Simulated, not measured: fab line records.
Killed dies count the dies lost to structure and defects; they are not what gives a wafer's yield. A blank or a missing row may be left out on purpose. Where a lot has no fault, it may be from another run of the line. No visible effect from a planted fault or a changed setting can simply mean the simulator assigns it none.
Chamber matching	flow sky130	SKY_POLY_GATE_ETCH_17 on rie si-01 has 4 sister chambers
The step etches poly-Si in HBr/Cl2, stops on SiO2, target depth 180 nm, time 70.5 s. 22 wafers are shown with their chamber, then 11 later ones without.

WAFERS PAIRED WITH THEIR CHAMBERS
wafer	chamber	drypump motor current A (A)	oes product au (a.u.)	throttle valve pct (%)
L077.1	3	6.2	0.987	33.689
L077.4	0	6.1	0.984	33.675
L077.5	3	6.1	0.992	33.690
L078.1	3	6.1	0.992	33.691
L078.4	2	6.5	1.003	33.677
L078.5	1	6.3	0.988	33.681
L080.1	2	6.5	0.988	33.686
L080.3	0	6.1	0.987	33.681
L080.4	1	6.4	0.996	33.692
L083.1	3	6.1	1.001	33.682
L083.2	1	6.3	0.993	33.677
L083.4	0	6.1	0.978	33.688
L084.1	0	6.1	0.982	33.688
L084.2	3	6.1	0.989	33.691
L084.4	1	6.3	0.987	33.691
L086.2	3	6.1	0.991	33.672
L086.4	3	6.2	0.989	33.677
L086.5	2	6.5	0.989	33.702
L088.1	2	6.5	0.980	33.683
L088.3	1	6.3	0.995	33.703
L088.4	2	6.5	0.981	33.698
L090.1	3	6.1	0.981	33.690

SIGNATURES, as means of the wafers listed above
reading	chamber 0	chamber 1	chamber 2	chamber 3	scatter within a chamber
drypump motor current A	6.100	6.320	6.500	6.125	0.0357
oes product au	0.98275	0.99180	0.98820	0.99025	0.0061
throttle valve pct	33.68300	33.68880	33.68920	33.68525	0.00867
Rule: a wafer lies at a distance from a chamber equal to the root of the sum of squares, over the readings, of (its reading less the chamber's mean, divided by the reading's scatter). The wafer belongs to the nearest chamber; if the next one is less than 2 further off, it can't be placed. The scatter: the root of (the sum of the squares of (reading less its chamber's mean) over the shown wafers, divided by (wafers less chambers)).

WAFERS WHOSE CHAMBER IS MISSING
wafer	drypump motor current A (A)	oes product au (a.u.)	throttle valve pct (%)
L090.4	6.1	0.989	33.697
L090.5	6.1	0.996	33.699
L092.4	6.1	0.981	33.677
L092.5	6.1	0.984	33.677
L092.6	6.1	0.987	33.680
L094.3	6.1	0.964	33.671
L094.4	6.2	0.981	33.688
L094.6	6.1	0.957	33.700
L093.2	6.2	1.000	33.682
L093.5	6.1	0.989	33.665
L093.6	6.5	0.989	33.688

EACH ONE'S CHAMBER
wafer	from the rows above	in truth
L090.4	can't be placed: 3 or 0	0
L090.5	can't be placed: 3 or 0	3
L092.4	can't be placed: 0 or 3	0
L092.5	can't be placed: 0 or 3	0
L092.6	can't be placed: 0 or 3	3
L094.3	can't be placed: 0 or 3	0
L094.4	can't be placed: 3 or 0 or 1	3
L094.6	can't be placed: 0 or 3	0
L093.2	can't be placed: 3 or 1 or 0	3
L093.5	can't be placed: 0 or 3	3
L093.6	2	2
Correct placement for 1 of the 11. Unplaceable from these rows: 10, with the true chamber sitting among the candidates in 10. 0 placed wrongly.
